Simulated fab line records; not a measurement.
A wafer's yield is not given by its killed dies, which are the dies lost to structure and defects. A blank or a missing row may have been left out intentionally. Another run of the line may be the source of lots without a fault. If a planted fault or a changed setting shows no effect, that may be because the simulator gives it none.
Which tool was responsible? :: flow sky130 :: 12 lots with 36 wafers sampled at 4 steps, on a route of 708 steps

== WHAT EACH GAUGE READ, for each wafer ==
SKY_VT_ADJUST_LVTN_OVL_MEAS_07. Usual: VT_ADJUST_LVTN_OVL gives 0.0 nm (standard deviation 1.3).
lot: L620
measured: day 7 09:06
on: overlay-02
VT_ADJUST_LVTN_OVL (nm): 0.3 -1.3 -2.0
flag: 

lot: L624
measured: day 8 07:41
on: overlay-01
VT_ADJUST_LVTN_OVL (nm): 0.3 0.4 -0.2
flag: 

lot: L625
measured: day 8 13:38
on: overlay-02
VT_ADJUST_LVTN_OVL (nm): -1.9 -0.4 -2.0
flag: 

lot: L628
measured: day 9 09:23
on: overlay-02
VT_ADJUST_LVTN_OVL (nm): 3.4 1.9 1.3
flag: 

lot: L629
measured: day 9 13:41
on: overlay-01
VT_ADJUST_LVTN_OVL (nm): 0.7 2.4 2.3
flag: 

lot: L630
measured: day 9 19:33
on: overlay-02
VT_ADJUST_LVTN_OVL (nm): 0.1 -0.4 -0.3
flag: 

lot: L631
measured: day 10 04:41
on: overlay-01
VT_ADJUST_LVTN_OVL (nm): -2.3 -2.5 -2.3
flag: 

lot: L632
measured: day 10 12:26
on: overlay-02
VT_ADJUST_LVTN_OVL (nm): -0.1 -0.6 0.6
flag: 

lot: L633
measured: day 10 14:45
on: overlay-02
VT_ADJUST_LVTN_OVL (nm): -0.8 0.1 -0.3
flag: 

lot: L634
measured: day 10 20:41
on: overlay-02
VT_ADJUST_LVTN_OVL (nm): -1.0 -0.5 0.3
flag: 

lot: L636
measured: day 11 11:26
on: overlay-01
VT_ADJUST_LVTN_OVL (nm): 0.6 0.0 1.3
flag: 

lot: L641
measured: day 12 20:42
on: overlay-01
VT_ADJUST_LVTN_OVL (nm): 0.6 1.2 -1.2
flag: 

SKY_VT_ADJUST_HVTR_OVL_MEAS_08. Usual: VT_ADJUST_HVTR_OVL gives 0.4 nm (standard deviation 1.4).
lot: L620
measured: day 10 00:35
on: overlay-02
VT_ADJUST_HVTR_OVL (nm): -0.5 0.5 -0.5
flag: 

lot: L624
measured: day 10 23:28
on: overlay-01
VT_ADJUST_HVTR_OVL (nm): 0.6 0.2 1.1
flag: 

lot: L625
measured: day 11 06:01
on: overlay-02
VT_ADJUST_HVTR_OVL (nm): -1.1 -1.7 -1.4
flag: 

lot: L628
measured: day 12 03:37
on: overlay-01
VT_ADJUST_HVTR_OVL (nm): 2.5 2.3 1.7
flag: 

lot: L629
measured: day 12 07:27
on: overlay-02
VT_ADJUST_HVTR_OVL (nm): -1.3 -1.0 -1.9
flag: 

lot: L630
measured: day 12 15:22
on: overlay-02
VT_ADJUST_HVTR_OVL (nm): 1.1 2.3 1.0
flag: 

lot: L631
measured: day 13 01:55
on: overlay-01
VT_ADJUST_HVTR_OVL (nm): -1.5 -0.5 -1.2
flag: 

lot: L632
measured: day 13 10:48
on: overlay-02
VT_ADJUST_HVTR_OVL (nm): 0.7 2.7 2.6
flag: 

lot: L633
measured: day 13 14:30
on: overlay-02
VT_ADJUST_HVTR_OVL (nm): 2.1 0.9 0.8
flag: 

lot: L634
measured: day 13 21:04
on: overlay-02
VT_ADJUST_HVTR_OVL (nm): 2.6 3.2 1.1
flag: 

lot: L636
measured: day 14 14:07
on: overlay-01
VT_ADJUST_HVTR_OVL (nm): 2.5 1.0 1.3
flag: 

lot: L641
measured: day 16 03:52
on: overlay-01
VT_ADJUST_HVTR_OVL (nm): -1.5 -1.3 -0.6
flag: 

== TOOL THAT RAN EACH LOT (tool first, then ch and the chambers of the sampled wafers, then the start) ==
lot: L620
SKY_NWELL_STRIP_14: plasma_asher-03 ch 0, day 5 00:07
SKY_VT_ADJUST_LVTN_EXPOSE_15: iline_stepper-01 ch 0, day 7 19:31

lot: L624
SKY_NWELL_STRIP_14: plasma_asher-01 ch 0,1, day 5 19:55
SKY_VT_ADJUST_LVTN_EXPOSE_15: iline_stepper-01 ch 0, day 8 18:02

lot: L625
SKY_NWELL_STRIP_14: plasma_asher-03 ch 0,1, day 6 01:23
SKY_VT_ADJUST_LVTN_EXPOSE_15: iline_stepper-02 ch 0, day 9 00:43

lot: L628
SKY_NWELL_STRIP_14: plasma_asher-01 ch 0,1, day 6 18:17
SKY_VT_ADJUST_LVTN_EXPOSE_15: iline_stepper-02 ch 0, day 9 19:53

lot: L629
SKY_NWELL_STRIP_14: plasma_asher-03 ch 0,1, day 6 22:35
SKY_VT_ADJUST_LVTN_EXPOSE_15: iline_stepper-01 ch 0, day 10 00:34

lot: L630
SKY_NWELL_STRIP_14: plasma_asher-04 ch 0,1, day 7 04:20
SKY_VT_ADJUST_LVTN_EXPOSE_15: iline_stepper-01 ch 0, day 10 06:41

lot: L631
SKY_NWELL_STRIP_14: plasma_asher-01 ch 0,1, day 7 11:22
SKY_VT_ADJUST_LVTN_EXPOSE_15: iline_stepper-02 ch 0, day 10 15:04

lot: L632
SKY_NWELL_STRIP_14: plasma_asher-04 ch 0,1, day 7 19:23
SKY_VT_ADJUST_LVTN_EXPOSE_15: iline_stepper-01 ch 0, day 10 22:49

lot: L633
SKY_NWELL_STRIP_14: plasma_asher-04 ch 1, day 7 23:56
SKY_VT_ADJUST_LVTN_EXPOSE_15: iline_stepper-02 ch 0, day 11 02:10

lot: L634
SKY_NWELL_STRIP_14: plasma_asher-03 ch 0,1, day 8 04:41
SKY_VT_ADJUST_LVTN_EXPOSE_15: iline_stepper-01 ch 0, day 11 08:40

lot: L636
SKY_NWELL_STRIP_14: plasma_asher-01 ch 0,1, day 8 17:35
SKY_VT_ADJUST_LVTN_EXPOSE_15: iline_stepper-02 ch 0, day 11 23:23

lot: L641
SKY_NWELL_STRIP_14: plasma_asher-04 ch 0,1, day 9 23:29
SKY_VT_ADJUST_LVTN_EXPOSE_15: iline_stepper-02 ch 0, day 13 09:55
- SKY_NWELL_STRIP_14: strips in O2/N2.
- SKY_VT_ADJUST_LVTN_EXPOSE_15: exposes mask HVN STD DERIVED, target cd 600 nm.

== WHAT THE TOOLS THEMSELVES READ (means of the sampled wafers that have a number; where no wafer has one, the mark that the record gives instead) ==
SKY_NWELL_STRIP_14. Usual: drypump_motor_current_A 5.7 A, standard deviation 0.33; n2_flow_sccm 300.0 sccm, standard deviation 0.85; oes_product_au 0.722 a.u., standard deviation 0.0045; strip_time_to_endpoint_s 36.93 s, standard deviation 0.11.
lot: L620
tool: plasma_asher-03
drypump_motor_current_A (A): 5.3
n2_flow_sccm (sccm): 299.5
oes_product_au (a.u.): 0.725
strip_time_to_endpoint_s (s): 36.94
flag: 

lot: L624
tool: plasma_asher-01
drypump_motor_current_A (A): 6.0
n2_flow_sccm (sccm): 300.8
oes_product_au (a.u.): 0.722
strip_time_to_endpoint_s (s): 37.18
flag: 

lot: L625
tool: plasma_asher-03
drypump_motor_current_A (A): 5.2
n2_flow_sccm (sccm): 300.5
oes_product_au (a.u.): 0.721
strip_time_to_endpoint_s (s): 36.98
flag: 

lot: L628
tool: plasma_asher-01
drypump_motor_current_A (A): 6.0
n2_flow_sccm (sccm): 299.7
oes_product_au (a.u.): 0.721
strip_time_to_endpoint_s (s): 36.90
flag: 

lot: L629
tool: plasma_asher-03
drypump_motor_current_A (A): 5.3
n2_flow_sccm (sccm): 299.3
oes_product_au (a.u.): 0.721
strip_time_to_endpoint_s (s): 36.83
flag: 

lot: L630
tool: plasma_asher-04
drypump_motor_current_A (A): 5.7
n2_flow_sccm (sccm): 299.4
oes_product_au (a.u.): 0.722
strip_time_to_endpoint_s (s): 36.86
flag: 

lot: L631
tool: plasma_asher-01
drypump_motor_current_A (A): 6.0
n2_flow_sccm (sccm): 299.6
oes_product_au (a.u.): 0.726
strip_time_to_endpoint_s (s): 36.99
flag: 

lot: L632
tool: plasma_asher-04
drypump_motor_current_A (A): 5.8
n2_flow_sccm (sccm): 300.1
oes_product_au (a.u.): 0.724
strip_time_to_endpoint_s (s): 36.92
flag: 

lot: L633
tool: plasma_asher-04
drypump_motor_current_A (A): 5.8
n2_flow_sccm (sccm): 301.1
oes_product_au (a.u.): 0.720
strip_time_to_endpoint_s (s): 37.02
flag: 

lot: L634
tool: plasma_asher-03
drypump_motor_current_A (A): 5.3
n2_flow_sccm (sccm): 299.2
oes_product_au (a.u.): 0.720
strip_time_to_endpoint_s (s): 37.03
flag: 

lot: L636
tool: plasma_asher-01
drypump_motor_current_A (A): 6.0
n2_flow_sccm (sccm): 299.9
oes_product_au (a.u.): 0.722
strip_time_to_endpoint_s (s): 37.08
flag: 

lot: L641
tool: plasma_asher-04
drypump_motor_current_A (A): 5.7
n2_flow_sccm (sccm): 299.7
oes_product_au (a.u.): 0.720
strip_time_to_endpoint_s (s): 36.89
flag: 

SKY_VT_ADJUST_LVTN_EXPOSE_15. Usual: exposure_dose_mJ_cm2 162.99, standard deviation 0.17; reticle_temp_C 23.04 C, standard deviation 0.089.
lot: L620
tool: iline_stepper-01
exposure_dose_mJ_cm2: 162.98
reticle_temp_C (C): 23.13
flag: 

lot: L624
tool: iline_stepper-01
exposure_dose_mJ_cm2: 163.33
reticle_temp_C (C): 23.11
flag: 

lot: L625
tool: iline_stepper-02
exposure_dose_mJ_cm2: 162.86
reticle_temp_C (C): 23.07
flag: 

lot: L628
tool: iline_stepper-02
exposure_dose_mJ_cm2: 162.97
reticle_temp_C (C): 23.01
flag: 

lot: L629
tool: iline_stepper-01
exposure_dose_mJ_cm2: 163.20
reticle_temp_C (C): 23.10
flag: 

lot: L630
tool: iline_stepper-01
exposure_dose_mJ_cm2: 162.77
reticle_temp_C (C): 23.09
flag: 

lot: L631
tool: iline_stepper-02
exposure_dose_mJ_cm2: 163.03
reticle_temp_C (C): 23.02
flag: 

lot: L632
tool: iline_stepper-01
exposure_dose_mJ_cm2: 184.10
reticle_temp_C (C): 22.95
flag: OFF

lot: L633
tool: iline_stepper-02
exposure_dose_mJ_cm2: 163.05
reticle_temp_C (C): 23.10
flag: 

lot: L634
tool: iline_stepper-01
exposure_dose_mJ_cm2: 184.27
reticle_temp_C (C): 22.94
flag: OFF

lot: L636
tool: iline_stepper-02
exposure_dose_mJ_cm2: 162.89
reticle_temp_C (C): 23.02
flag: 

lot: L641
tool: iline_stepper-02
exposure_dose_mJ_cm2: 163.02
reticle_temp_C (C): 23.01
flag: 

== THE ANSWER, worked out from the rows above alone ==
Rule: a lot is off if the mean of its wafers that have a number lies more than 3 standard deviations from the usual mean. Also off: a lot with no number at a reading for which 4 or more lots have one. Any other lot the step has rows for is counted as sound. After the gauges, taken in route order, come the tools' own readings; for these a lot's mean is taken, as printed above. The first step at which some lot is off is used, and at that step the reading that is off furthest; a lot without a number counts as furthest.
Off: L632, L634, at SKY_VT_ADJUST_LVTN_EXPOSE_15 (exposure_dose_mJ_cm2).
If a tool, at that step or one of the process steps before it, ran each lot that is off and ran no sound lot following the first of them, it fits. One fits: iline_stepper-01 at SKY_VT_ADJUST_LVTN_EXPOSE_15. A fault onset in the window from L630 (day 10 06:41, its last sound lot) to L632 (day 10 22:49, its first lot off) fits.
The tool's own readings at SKY_VT_ADJUST_LVTN_EXPOSE_15 bear it out: on the lots that are off they differ by more than 5 times the standard deviation of the sound lots' means. exposure_dose_mJ_cm2 reads 184.19 there against 163.01 on the sound lots.

== WHAT HAD BEEN PUT IN BY THE SIMULATOR ==
Drift in process parameters on iline_stepper-01 at SKY_VT_ADJUST_LVTN_EXPOSE_15, starting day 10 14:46. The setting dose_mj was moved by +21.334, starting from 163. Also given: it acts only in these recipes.
Shown lots that were struck: L632, L634. The rule above found the same.
